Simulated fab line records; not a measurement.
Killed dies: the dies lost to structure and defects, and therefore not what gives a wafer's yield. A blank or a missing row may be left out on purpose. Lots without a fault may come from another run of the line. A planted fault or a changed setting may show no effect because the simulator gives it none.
One fault through the eyes of 2 desks || flow sky130 || only its own numbers are on each desk; what lay behind them is given at the end

== FROM THE METROLOGY DESK ==
Lot by lot, what the gauges showed, no matter which tool ran the lot: averages of those sampled wafers that carry a number. The brackets show how far a lot's mean lies from the usual mean; more than 4 standard deviations puts the lot out of limits, marked OUT.
Columns: A = VIA1_BOW at SKY_VIA1_BOW_MEAS_03, usual 81 um; B = METAL2_ALCU_RS at SKY_METAL2_RS_MEAS_05, usual 0.1271 ohm/sq; C = METAL2_ALCU_THK at SKY_METAL2_THK_MEAS_06, usual 248 nm; D = cdNm at SKY_METAL2_CD_MEAS_15, usual 139.6 nm
{"lot": "L503", "first seen here": "day 32 18:54", "A": 84, "B": 0.1255, "C": 251, "D": 142.9}
{"lot": "L510", "first seen here": "day 35 08:07", "A": 87, "B": 0.1264, "C": 250, "D": 139.4}
{"lot": "L512", "first seen here": "day 35 21:23", "A": 81, "B": 0.1274, "C": 248, "D": 141.1}
{"lot": "L514", "first seen here": "day 36 14:14", "A": 75, "B": 0.1272, "C": 249, "D": 140.7}
{"lot": "L513", "first seen here": "day 36 16:32", "A": 82, "B": 0.1276, "C": 248, "D": 139.0}
{"lot": "L515", "first seen here": "day 36 18:05", "A": 84, "B": "0.0981 (-19) OUT", "C": "318 (+23) OUT", "D": 138.4}
{"lot": "L516", "first seen here": "day 37 01:54", "A": 80, "B": "0.0994 (-18) OUT", "C": "317 (+23) OUT", "D": 141.4}
{"lot": "L517", "first seen here": "day 37 15:04", "A": 87, "B": 0.1273, "C": 249, "D": 139.2}
{"lot": "L525", "first seen here": "day 40 05:50", "A": 77, "B": 0.1257, "C": 251, "D": 138.6}
{"lot": "L526", "first seen here": "day 40 07:17", "A": 74, "B": 0.1292, "C": 245, "D": 136.9}
Per this desk, out of limits: L515, L516; the first was L515, day 37 22:00 (METAL2_ALCU_RS at SKY_METAL2_RS_MEAS_05). L503, L510, L512, L514, L513, L517, L525, L526 stayed within limits.

== THE TOOL OWNER'S DESK: pvdSputter-03 ==
The tool's own readings at SKY_METAL2_SPUTTER_02 (material AlCu, target thk 250 nm, time 13.3 s): means of the sampled wafers that have a number, for each lot that ran on this tool. The brackets show how far a lot's mean lies from the usual mean; more than 4 standard deviations puts the lot out of limits, marked OUT.
Columns: A = throttleValvePct at SKY_METAL2_SPUTTER_02, usual 30.1 %
{"lot": "L514", "first seen here": "day 37 17:58", "A": 29.8}
{"lot": "L513", "first seen here": "day 37 20:26", "A": 29.6}
{"lot": "L515", "first seen here": "day 37 21:55", "A": 29.8}
{"lot": "L516", "first seen here": "day 38 04:46", "A": 29.8}
Finding of this desk: none of the 4 lots has anything out of limits.

== BROUGHT TOGETHER ==
Metrology desk: alarm possible at day 37 22:00 on L515, L516.
Nothing out of limits was seen by the tool owner's desk.
The tool owner's desk has L515, L516 on record, within its limits.
SKY_METAL2_SPUTTER_02 was run on pvdSputter-03 by each of the lots named.

== WHAT THE SIMULATOR HAD PUT IN ==
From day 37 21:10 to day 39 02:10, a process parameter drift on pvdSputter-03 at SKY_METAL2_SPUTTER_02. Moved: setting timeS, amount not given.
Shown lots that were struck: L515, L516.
Hours from the fault's start to each desk's first reading out of limits: the metrology desk, 1.
